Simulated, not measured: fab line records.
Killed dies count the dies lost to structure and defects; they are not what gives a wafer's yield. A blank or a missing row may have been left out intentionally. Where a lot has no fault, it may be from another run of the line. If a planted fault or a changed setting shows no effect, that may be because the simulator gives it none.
2 desks, one fault -- flow sky130 -- every desk sees just its own numbers, and what lay behind them comes last

## FOR THE TOOL OWNER'S DESK: wetBench-01
The tool's own readings at SKY_GATE_OXIDE_CLEAN_00 (cleans in SC1/SC2, time 150 s): means of the sampled wafers that have a number, for each lot that ran on this tool. Marked OUT: a lot whose mean sits more than 4 standard deviations from the usual mean, which makes it out of limits; the brackets give that distance.
Columns: A = tempC at SKY_GATE_OXIDE_CLEAN_00, usual 69.98 C
lot,first seen here,A
L542,day 13 05:41,69.97
L546,day 15 09:19,70.11
L547,day 15 09:38,69.98
L548,day 15 09:56,70.05
L549,day 15 22:50,70.01
L552,day 16 19:55,70.06
L561,day 19 13:08,70.02
L562,day 20 04:01,70.05
Result from this desk: across the 8 lots, nothing is out of limits.

## AT THE METROLOGY DESK
Means of the sampled wafers that have a number, per lot and without regard to the tool the lot ran on: this is what the gauges read. Marked OUT: a lot whose mean sits more than 4 standard deviations from the usual mean, which makes it out of limits; the brackets give that distance.
Columns: A = PASSIVATION_CVD_02_THK at SKY_PASSIVATION_THK_MEAS_03, usual 540 nm
lot,first seen here,A
L540,day 43 13:03,534
L542,day 44 00:49,536
L544,day 44 15:27,534
L548,day 46 03:39,546
L547,day 46 05:12,543
L546,day 46 05:50,543
L549,day 46 10:25,529
L550,day 46 11:53,539
L552,day 46 19:37,540
L560,day 48 21:29,546
L561,day 48 23:49,543
L562,day 49 02:59,549
L563,day 50 06:44,554
Result from this desk: across the 13 lots, nothing is out of limits.

## BROUGHT TOGETHER
Nothing out of limits was seen by the tool owner's desk.
At the metrology desk, nothing out of limits was observed.

## WHAT THE SIMULATOR PUT IN
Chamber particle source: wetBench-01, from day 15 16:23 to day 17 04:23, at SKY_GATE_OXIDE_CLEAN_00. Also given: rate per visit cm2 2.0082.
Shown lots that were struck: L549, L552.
